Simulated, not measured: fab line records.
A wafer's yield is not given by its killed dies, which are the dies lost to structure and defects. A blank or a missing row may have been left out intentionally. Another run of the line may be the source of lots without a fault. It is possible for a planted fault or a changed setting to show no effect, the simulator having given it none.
fab line records | flow sky130
record: lots: 10 wafers: 30 last-day: 50
route steps=708 shown METAL4@602 PAD_OPEN@708
lots untouched by any fault: they come from a run of this same line in which no faults occurred
start-h: start of the lot's first displayed wafer, in hours after the record's first day | wait-h: time in hours since the lot's previous step | " same as the row above | L1.1+2: a single row standing in for several wafers | - no value, or no start was given | * or withheld: withheld | < > ~ a bound
route shown NAME@n: NAME is a module with steps in the file, n the number in the route of the first one | usual: mean/standard deviation of fault-free wafers | same: alike in all rows | chamber/n: place in a boat | sites: per-site readings | _std_site: the standard deviation of these | _edge_site: mean of outer sites minus mean of inner sites | radius-mm: for every site, how far away it sits from the centre of the wafer | mask NAME#n: copy n | behind: the most recent tool/chamber to have shaped the wafer | hold: why the lot was held/for how many hours/how that ended | device: which transistor (n, p or np) failed to switch | end of line: the route-end tests of the same wafers | for a step that has no rows: nothing shown but its recipe | killed: not the wafer's yield, but the dies lost to structure and defects at the first sort | map: a wafer's dies, x killed, . not, _ none there
set.NAME: setting as actually run; set.NAME@STEP: the setting as run at that earlier step | model.NAME: the simulator's own value behind a step, which no gauge read
route steps across a sampled set of lots; one table per step, one row per wafer
services: when a tool's chamber went out of use (start-h, in hours from the record's first day, below 0 if earlier), for how many hours, and the reason
== steps ==
step: SKY_METAL4_SPUTTER_04
recipe: material: TiN target-thk-nm: 70 power-w: 6500 time-s: 58.3 chamber-pressure-pa: 0.4
usual: throttle-valve-pct: 30.1/0.85
columns lot.wafer tool chamber start-h wait-h throttle-valve-pct
L196.4 pvd-sputter-01 - 936.87 0.0 30.3
L196.5 " - " " 29.7
L196.6 " - " " 30.8
L197.1 pvd-sputter-01 - 947.49 0.0 30.6
L197.2 " - " " 29.9
L197.6 " - " " 30.9
L199.4 pvd-sputter-03 - 963.84 0.0 28.4
L199.5 " - " " 28.3
L199.6 " - " " 30.5
L201.2 pvd-sputter-01 - 979.32 0.0 30.9
L201.4 " - " " 30.1
L201.6 " - " " 29.8
L202.2 pvd-sputter-03 - 995.89 0.0 28.7
L202.4 " - " " 30.6
L202.5 " - " " 28.4
L204.1 pvd-sputter-04 - 996.78 0.0 29.6
L204.5 " - " " 31.3
L204.6 " - " " 30.9
L203.3 pvd-sputter-01 - 1000.68 0.0 30.7
L203.5 " - " " 30.3
L203.6 " - " " 29.9
L205.2 pvd-sputter-04 - 1007.10 0.0 31.6
L205.3 " - " " 31.5
L205.4 " - " " 29.7
L213.2 pvd-sputter-04 - 1051.38 0.0 31.5
L213.3 " - " " 29.7
L213.6 " - " " 31.2
L219.1 pvd-sputter-01 - 1079.28 0.0 30.7
L219.4 " - " " 30.0
L219.5 " - " " 30.0
step: SKY_METAL4_CD_MEAS_13
recipe: target-cd-nm: 300
usual: cd-nm: 300.0/1.3
columns lot.wafer tool chamber start-h wait-h cd-nm
L196.4 cd-sem-02 - 986.02 - 299.5
L196.5 " - " " 299.5
L196.6 " - " " 300.8
L197.1 cd-sem-01 - 996.58 - 301.3
L197.2 " - " " 300.7
L197.6 " - " " 301.1
L199.4 cd-sem-02 - 1012.33 - 298.5
L199.5 " - " " 297.7
L199.6 " - " " 299.3
L201.2 cd-sem-01 - 1026.14 - 299.2
L201.4 " - " " 300.7
L201.6 " - " " 300.3
L202.2 cd-sem-01 - 1041.08 - 298.1
L202.4 " - " " 297.9
L202.5 " - " " 298.8
L204.1 cd-sem-01 - 1043.48 - 300.0
L204.5 " - " " 300.1
L204.6 " - " " 300.8
L203.3 cd-sem-01 - 1046.51 - 301.9
L203.5 " - " " 302.7
L203.6 " - " " 301.4
L205.2 cd-sem-01 - 1052.55 - 301.9
L205.3 " - " " 301.4
L205.4 " - " " 300.0
L213.2 cd-sem-01 - 1093.63 - 301.4
L213.3 " - " " 301.7
L213.6 " - " " 301.6
L219.1 cd-sem-01 - 1121.53 - 299.9
L219.4 " - " " 301.1
L219.5 " - " " 299.8
step: SKY_METAL4_DESCUM_15
recipe: chemistry: O2 source-power-w: 150 bias-power-w: 0 pressure-mtorr: 10 temp-c: 40 time-s: 8
usual: drypump-motor-current-A: 5.55/0.16 he-backside-leak-sccm: 3.33/0.21 oes-product-au: 0.999/0.0084
same: bias-power-w: 0
columns lot.wafer tool chamber start-h wait-h drypump-motor-current-A he-backside-leak-sccm oes-product-au rf-hours-counter-h
L196.4 rie-metal-04 0 986.13 0.0 5.27 3.15 0.996 -
L196.5 " 1 " " 5.62 3.56 1.004 -
L196.6 " 0 " " 5.30 3.36 1.001 -
L197.1 rie-metal-01 1 996.74 0.0 5.47 3.01 0.995 10
L197.2 " 0 " " 5.77 3.29 0.990 16
L197.6 " 0 " " 5.78 3.19 0.988 -
L199.4 rie-metal-01 1 1012.44 0.0 5.47 2.99 0.992 -
L199.5 " 0 " " 5.76 3.18 0.997 -
L199.6 " 1 " " 5.48 3.05 0.997 -
L201.2 rie-metal-03 1 1026.28 0.0 5.69 3.31 0.992 13
L201.4 " 1 " " 5.65 3.27 0.996 -
L201.6 " 1 " " 5.62 3.25 0.985 -
L202.2 rie-metal-03 1 1041.23 0.0 5.68 3.33 0.993 -
L202.4 " 1 " " 5.62 3.28 0.982 -
L202.5 " 1 " " 5.67 3.19 0.996 -
L204.1 rie-metal-01 1 1043.64 0.0 5.50 3.15 1.004 12
L204.5 " 1 " " 5.49 3.08 1.002 -
L204.6 " 0 " " 5.79 3.46 0.987 -
L203.3 rie-metal-03 0 1046.64 0.0 5.61 3.43 1.011 -
L203.5 " 0 " " 5.60 3.37 1.014 -
L203.6 " 1 " " 5.62 3.40 0.994 -
L205.2 rie-metal-03 0 1052.69 0.0 5.61 3.35 1.007 23
L205.3 " 1 " " 5.66 3.26 0.988 -
L205.4 " 0 " " 5.60 3.36 0.995 -
L213.2 rie-metal-03 1 1093.77 0.0 5.67 3.34 0.992 18
L213.3 " 0 " " 5.62 3.38 1.013 -
L213.6 " 1 " " 5.65 3.38 0.981 -
L219.1 rie-metal-03 0 1121.69 0.0 5.62 3.19 1.008 4
L219.4 " 0 " " 5.63 3.27 1.011 -
L219.5 " 1 " " 5.66 3.26 0.995 -
step: SKY_METAL4_METAL_ETCH_18
recipe: target-depth-a: 8450 stop-on: SiO2 over-etch-frac: 0.3 time-s: 183.1 chemistry: Cl2/BCl3 resist-sidewall-deg: 88 pressure-mtorr: 10 icp-w: 887.7 bias-w: 48.5 Cl2_flow_sccm: 60 bcl3-flow-sccm: 30
usual: bcl3-flow-sccm: 30.00/0.087 drypump-motor-current-A: 5.55/0.18 he-backside-leak-sccm: 3.31/0.19 oes-product-au: 0.864/0.0061 over-etch-frac: 0.3/0 throttle-valve-pct: 22.266/0.0094
columns lot.wafer tool chamber start-h wait-h bcl3-flow-sccm drypump-motor-current-A he-backside-leak-sccm oes-product-au over-etch-frac rf-hours-counter-h throttle-valve-pct
L196.4 rie-metal-01 0 986.32 0.1 29.94 5.76 3.28 0.856 0.3 - 22.265
L196.5 " 0 " " 29.88 5.78 3.27 0.862 0.3 - 22.250
L196.6 " 1 " " 29.95 5.49 3.21 0.863 0.3 - 22.248
L197.1 rie-metal-04 0 996.89 0.0 30.04 5.30 3.22 0.867 0.3 15 22.256
L197.2 " 0 " " 30.14 5.30 3.36 0.869 0.3 - 22.251
L197.6 " 0 " " 30.09 5.31 3.64 0.867 0.3 - 22.253
L199.4 rie-metal-03 0 1012.64 0.1 30.03 5.63 3.23 0.858 0.3 - 22.255
L199.5 " 1 " " 29.97 5.64 3.24 0.854 0.3 - 22.264
L199.6 " 0 " " 29.89 5.63 3.24 0.871 0.3 - 22.276
L201.2 rie-metal-01 0 1026.43 0.0 29.92 5.77 3.37 0.870 0.3 18 22.256
L201.4 " 0 " " 29.92 5.81 3.26 0.862 0.3 - 22.274
L201.6 " 1 " " 29.82 5.48 3.17 0.868 0.3 - 22.270
L202.2 rie-metal-01 0 1041.50 0.0 29.97 5.77 3.25 0.868 0.3 18 22.261
L202.4 " 1 " " 30.08 5.46 3.18 0.874 0.3 - 22.271
L202.5 " 1 " " 29.98 5.49 3.17 0.862 0.3 - 22.250
L204.1 rie-metal-03 1 1043.79 0.0 30.04 5.61 3.33 0.868 0.3 14 22.263
L204.5 " 0 " " 30.13 5.61 3.22 0.871 0.3 - 22.271
L204.6 " 1 " " 29.83 5.65 3.25 0.861 0.3 - 22.278
L203.3 rie-metal-04 0 1046.84 0.1 29.98 5.28 3.37 0.869 0.3 - 22.269
L203.5 " 1 " " 29.97 5.57 3.51 0.861 0.3 - 22.276
L203.6 " 0 " " 30.08 5.28 3.46 0.856 0.3 - 22.259
L205.2 rie-metal-01 0 1052.84 0.0 30.09 5.76 3.23 0.874 0.3 19 22.271
L205.3 " 1 " " 29.98 5.48 3.33 0.868 0.3 - 22.268
L205.4 " 0 " " 29.93 5.73 3.20 0.864 0.3 - 22.250
L213.2 rie-metal-04 1 1093.92 0.0 29.94 5.60 3.48 0.846 0.34171 5 22.263
L213.3 " 1 " " 29.95 5.59 3.47 0.844 0.34171 - 22.258
L213.6 " 1 " " 30.03 5.60 3.47 0.846 0.34171 - 22.287
L219.1 rie-metal-01 0 1121.84 0.0 29.89 5.81 3.29 0.864 0.3 24 22.263
L219.4 " 1 " " 29.86 5.47 3.19 0.866 0.3 - 22.259
L219.5 " 1 " " 29.81 5.48 4.17 0.865 0.3 - 22.271
step: SKY_METAL4_STRIP_19
recipe: chemistry: O2/N2 power-w: 1400 pressure-mtorr: 1500 platen-temp-c: withheld o2-flow-sccm: 3000 n2-flow-sccm: 300 overash-fraction: 0.5
usual: drypump-motor-current-A: 5.9/0.36 oes-product-au: 0.505/0.0052 strip-time-to-endpoint-s: 6.62/0.069
same: overash-fraction: 0.5
columns lot.wafer tool chamber start-h wait-h drypump-motor-current-A oes-product-au rf-hours-counter-h strip-time-to-endpoint-s
L196.4 plasma-asher-02 0 986.48 0.1 5.6 0.501 - 6.70
L196.5 " 0 " " 5.6 0.500 - 6.70
L196.6 " 1 " " 5.5 0.513 - 6.63
L197.1 plasma-asher-03 1 997.24 0.3 6.1 0.509 118 6.61
L197.2 " 0 " " 6.4 0.499 118 6.59
L197.6 " 1 " " 6.1 0.507 - 6.64
L199.4 plasma-asher-01 0 1012.79 0.1 5.5 0.502 - 6.51
L199.5 " 0 " " 5.5 0.505 - 6.70
L199.6 " 1 " " 6.2 0.496 - 6.52
L201.2 plasma-asher-02 0 1026.61 0.1 5.6 0.510 59 6.68
L201.4 " 0 " " 5.6 0.515 - 6.68
L201.6 " 0 " " 5.6 0.507 - 6.70
L202.2 plasma-asher-03 1 1041.67 0.1 6.1 0.510 123 6.67
L202.4 " 0 " " 6.5 0.500 - 6.59
L202.5 " 0 " " 6.5 0.505 - 6.61
L204.1 plasma-asher-03 0 1043.96 0.1 6.5 0.502 123 6.73
L204.5 " 1 " " 6.1 0.502 - 6.60
L204.6 " 0 " " 6.5 0.509 - 6.74
L203.3 plasma-asher-03 0 1046.99 0.1 6.5 0.502 - 6.55
L203.5 " 1 " " 6.1 0.502 - 6.54
L203.6 " 0 " " 6.5 0.501 - 6.58
L205.2 plasma-asher-01 1 1053.01 0.1 6.2 0.506 90 6.63
L205.3 " 0 " " 5.5 0.508 - 6.60
L205.4 " 1 " " 6.2 0.510 - 6.65
L213.2 plasma-asher-03 1 1094.09 0.1 6.0 0.503 3 6.45
L213.3 " 1 " " 6.0 0.499 - 6.36
L213.6 " 0 " " 6.5 0.492 - 6.45
L219.1 plasma-asher-02 1 1122.02 0.1 5.6 0.511 69 6.68
L219.4 " 0 " " 5.6 0.499 - 6.58
L219.5 " 1 " " 5.6 0.496 - 6.51
step: SKY_PAD_OPEN_PROBE_99
usual: defect-limited-yield: 82.2/1.9 killed_at_M0_to_M3: 44/6.8 killed_at_M4_up: 3.1/1.8 killed-at-contacts: 25/5.2 killed-at-front-end: 15/4.1 killed-at-other: 0.3/0.62 killed-dies: 88/9.4 killed-open: 48/7.1 killed-short: 40/6.1 sort_bin_3_pad_short: 0.9/0.38 sort_bin_5_function: 10.5/1.5 sort_bin_6_memory: 6.5/1.2 sort_bin_8_speed: 0.5/0.95 sort-n-pass: 402/10 sort-yield-pct: 81.6/2
same: gross-dies: 492 killed-at-back-side: 0 sort_bin_4_leakage[%]: 0
columns lot.wafer tool chamber start-h wait-h defect-limited-yield[%] killed_at_M0_to_M3 killed_at_M4_up killed-at-contacts killed-at-front-end killed-at-other killed-dies killed-open killed-short sort_bin_3_pad_short[%] sort_bin_5_function[%] sort_bin_6_memory[%] sort_bin_8_speed[%] sort-n-pass sort-yield-pct[%]
L199.4 prober-01 - 1104.83 0.2 82.9 48 4 23 9 0 84 47 37 0.4 11.8 4.9 0 408 82.9
L199.5 prober-01 - 1104.88 0.2 86.0 28 2 22 17 0 69 41 28 0.4 8.1 5.5 0.2 422 85.8
L199.6 prober-01 - 1104.93 0.2 83.1 39 5 25 14 0 83 43 40 1.2 10.0 5.7 0 409 83.1
L202.2 prober-02 - 1130.88 0.1 80.5 46 4 29 17 0 96 51 45 0.8 12.8 5.9 0.6 393 79.9
L202.4 prober-02 - 1130.98 0.2 81.1 53 3 25 11 1 93 57 36 0.4 11.8 6.7 0.4 397 80.7
L202.5 prober-02 - 1131.03 0.2 80.9 45 3 33 13 0 94 57 37 1.6 10.4 7.1 0.8 394 80.1
L203.3 prober-02 - 1134.34 0.2 83.3 39 1 30 12 0 82 46 36 0.8 10.6 5.3 0 410 83.3
L203.5 prober-02 - 1134.44 0.2 82.5 44 2 27 13 0 86 50 36 1.0 9.3 7.1 0.2 405 82.3
L203.6 prober-02 - 1134.49 0.2 77.6 58 4 32 16 0 110 72 38 0.4 13.2 8.7 0.4 380 77.2
L205.2 prober-01 - 1141.16 0.1 83.5 45 1 20 14 1 81 46 35 0.4 9.3 6.7 0.4 409 83.1
L205.3 prober-01 - 1141.21 0.2 79.9 55 3 27 14 0 99 49 50 1.2 12.2 6.7 0 393 79.9
L205.4 prober-01 - 1141.26 0.2 82.1 52 0 20 16 0 88 43 45 0.4 11.2 6.3 0.4 402 81.7
L213.2 prober-01 - 1175.95 0.1 86.6 43 2 14 7 0 66 41 25 1.0 7.9 4.5 0.2 425 86.4
L213.3 prober-01 - 1176.00 0.2 83.5 45 0 23 13 0 81 46 35 0.2 10.6 5.7 0.8 407 82.7
L213.6 prober-01 - 1176.15 0.2 83.7 43 4 20 13 0 80 45 35 0.8 10.0 5.5 0.2 411 83.5
L219.1 prober-02 - 1197.90 0.1 82.9 31 2 35 16 0 84 54 30 0.4 10.4 6.3 0.2 407 82.7
L219.4 prober-02 - 1198.05 0.2 80.1 47 4 32 15 0 98 53 45 1.4 8.9 9.6 0 394 80.1
L219.5 prober-02 - 1198.10 0.2 81.1 46 6 21 20 0 93 53 39 0.8 10.2 7.9 0.2 398 80.9
killed by level:class
L199.4 VIA1:geometric-particle:open=13 CONTACT:geometric-particle:open=10 VIA1:geometric-particle:short=8 VIA2:geometric-particle:open=8 POLY_GATE:geometric-particle:open=5 METAL1:geometric-particle:short=5 LOCAL_INTERCONNECT:geometric-particle:short=4 CONTACT:geometric-particle:short=4
L199.5 CONTACT:geometric-particle:open=9 VIA1:geometric-particle:open=8 FIELD_ISO:geometric-particle:open=7 LI_CONTACT:geometric-particle:open=5 FIELD_ISO:geometric-particle:short=4 LOCAL_INTERCONNECT:geometric-particle:short=4 METAL2:geometric-particle:short=4 VIA3:geometric-particle:open=4
L199.6 VIA1:geometric-particle:open=9 METAL1:geometric-particle:short=8 LI_CONTACT:geometric-particle:open=7 CONTACT:geometric-particle:open=7 VIA2:geometric-particle:open=5 FIELD_ISO:geometric-particle:short=4 POLY_GATE:geometric-particle:open=4 LOCAL_INTERCONNECT:geometric-particle:short=4
L202.2 VIA1:geometric-particle:open=10 CONTACT:geometric-particle:short=9 CONTACT:geometric-particle:open=7 FIELD_ISO:geometric-particle:open=6 LI_CONTACT:geometric-particle:short=6 METAL1:geometric-particle:short=6 METAL2:geometric-particle:short=6 VIA2:geometric-particle:open=5
L202.4 VIA1:geometric-particle:open=15 CONTACT:geometric-particle:open=12 LI_CONTACT:geometric-particle:open=8 VIA2:geometric-particle:open=8 VIA1:geometric-particle:short=6 METAL2:geometric-particle:short=6 VIA3:geometric-particle:open=5 FIELD_ISO:geometric-particle:short=4
L202.5 VIA1:geometric-particle:open=17 CONTACT:geometric-particle:open=12 LI_CONTACT:geometric-particle:open=9 LOCAL_INTERCONNECT:geometric-particle:short=6 VIA1:geometric-particle:short=6 POLY_GATE:geometric-particle:open=5 VIA2:geometric-particle:open=5 METAL2:geometric-particle:short=3
L203.3 VIA1:geometric-particle:open=10 CONTACT:geometric-particle:short=9 VIA2:geometric-particle:open=8 LOCAL_INTERCONNECT:geometric-particle:short=6 VIA3:geometric-particle:open=6 CONTACT:geometric-particle:open=5 LI_CONTACT:geometric-particle:open=4 METAL2:geometric-particle:short=4
L203.5 CONTACT:geometric-particle:open=9 LI_CONTACT:geometric-particle:open=8 VIA2:geometric-particle:open=8 VIA1:geometric-particle:open=7 VIA3:geometric-particle:short=6 VIA3:geometric-particle:open=6 METAL3:geometric-particle:short=4 CONTACT:geometric-particle:short=4
L203.6 VIA1:geometric-particle:open=19 VIA3:geometric-particle:open=14 LI_CONTACT:geometric-particle:open=9 CONTACT:geometric-particle:open=9 VIA2:geometric-particle:open=7 POLY_GATE:geometric-particle:open=6 LI_CONTACT:geometric-particle:short=5 CONTACT:geometric-particle:short=5
L205.2 CONTACT:geometric-particle:open=11 VIA3:geometric-particle:open=9 VIA1:geometric-particle:open=7 METAL1:geometric-particle:short=6 VIA1:geometric-particle:short=6 FIELD_ISO:geometric-particle:open=5 VIA2:geometric-particle:open=5 FIELD_ISO:geometric-particle:short=4
L205.3 VIA1:geometric-particle:open=15 METAL2:geometric-particle:short=9 CONTACT:geometric-particle:short=8 METAL1:geometric-particle:short=8 LI_CONTACT:geometric-particle:open=6 CONTACT:geometric-particle:open=6 VIA1:geometric-particle:short=6 VIA2:geometric-particle:open=5
L205.4 VIA2:geometric-particle:open=10 METAL1:geometric-particle:short=10 VIA1:geometric-particle:open=10 VIA1:geometric-particle:short=7 FIELD_ISO:geometric-particle:open=6 CONTACT:geometric-particle:open=6 METAL2:geometric-particle:short=5 POLY_GATE:geometric-particle:short=4
L213.2 VIA1:geometric-particle:open=10 CONTACT:geometric-particle:open=8 VIA2:geometric-particle:open=8 VIA1:geometric-particle:short=7 LI_CONTACT:geometric-particle:open=5 METAL1:geometric-particle:short=5 METAL2:geometric-particle:short=5 VIA3:geometric-particle:open=4
L213.3 VIA1:geometric-particle:open=15 CONTACT:geometric-particle:open=13 METAL1:geometric-particle:short=6 METAL2:geometric-particle:short=6 VIA1:geometric-particle:short=4 FIELD_ISO:geometric-particle:open=3 LI_CONTACT:geometric-particle:open=3 CONTACT:geometric-particle:short=3
L213.6 VIA1:geometric-particle:open=12 CONTACT:geometric-particle:open=7 LI_CONTACT:geometric-particle:open=6 METAL2:geometric-particle:short=6 CONTACT:geometric-particle:short=5 METAL1:geometric-particle:short=5 METAL4:geometric-particle:short=4 VIA2:geometric-particle:open=4
L219.1 CONTACT:geometric-particle:open=13 LI_CONTACT:geometric-particle:open=12 VIA1:geometric-particle:open=11 POLY_GATE:geometric-particle:short=5 CONTACT:geometric-particle:short=5 VIA2:geometric-particle:open=5 LOCAL_INTERCONNECT:geometric-particle:short=3 POLY_GATE:geometric-particle:open=3
L219.4 CONTACT:geometric-particle:open=16 VIA1:geometric-particle:open=15 CONTACT:geometric-particle:short=8 METAL1:geometric-particle:short=7 POLY_GATE:geometric-particle:short=5 VIA2:geometric-particle:open=5 VIA1:geometric-particle:short=5 VIA2:geometric-particle:short=5
L219.5 CONTACT:geometric-particle:open=10 VIA1:geometric-particle:open=10 VIA3:geometric-particle:open=9 POLY_GATE:geometric-particle:short=7 LI_CONTACT:geometric-particle:open=7 METAL1:geometric-particle:short=7 FIELD_ISO:geometric-particle:short=5 METAL3:geometric-particle:short=4
== services ==
columns tool chamber start-h hours kind
rie-metal-01 0 930.71 13.0 repair
pvd-sputter-04 - 982.74 9.6 repair
plasma-asher-02 - 986.55 1.3 repair
plasma-asher-02 - 994.49 3.7 repair
plasma-asher-02 - 994.86 1.7 repair
plasma-asher-01 - 1014.15 10.4 repair
pvd-sputter-01 2 1015.78 - consumable-replace:kit
pvd-sputter-01 2 1015.78 18.0 scheduled-down
pvd-sputter-01 2 1015.78 18.0 vent-cycle
rie-metal-03 0 1039.34 3.6 repair
plasma-asher-03 - 1055.31 9.0 pm
plasma-asher-03 0 1055.31 9.0 vent-cycle
plasma-asher-03 1 1055.31 9.0 vent-cycle
rie-metal-03 0 1060.37 - clean
rie-metal-03 0 1060.37 15.8 scheduled-down
rie-metal-03 0 1060.37 15.8 vent-cycle
plasma-asher-03 0 1064.31 - clean
plasma-asher-02 - 1080.58 0.4 repair
plasma-asher-01 - 1094.15 0.7 repair
rie-metal-04 1 1099.79 15.4 repair
plasma-asher-02 - 1104.64 0.4 repair
pvd-sputter-01 - 1107.28 6.3 repair
rie-metal-04 0 1114.21 1.5 repair
plasma-asher-03 - 1116.83 8.7 repair
== key ==
first-sign: step: SKY_METAL4_METAL_ETCH_18 reading: over-etch-frac direction: up sigmas: 99+ usual: 0.3 struck: 0.34171
effect: step: SKY_METAL4_METAL_ETCH_18 reading: oes-product-au direction: down sigmas: 3 usual: 0.864 struck: 0.845
effect: step: SKY_METAL4_STRIP_19 reading: strip-time-to-endpoint-s direction: down sigmas: 3 usual: * struck: *
met-at SKY_METAL4_METAL_ETCH_18
struck-lots L213
struck-wafers L213.2,L213.3,L213.6
not-acting-at SKY_METAL4_SPUTTER_04,SKY_METAL4_CD_MEAS_13,SKY_METAL4_DESCUM_15
onset-between 1046.84 1093.92
fault: kind: process-parameter-drift tool: rie-metal-04 chamber: 1 onset-h: 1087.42 steps: SKY_METAL4_METAL_ETCH_18 channel: over-etch-frac offset: 0.041709 shape: step end-h: 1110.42 acts-in: these-recipes-only stated: 0.3
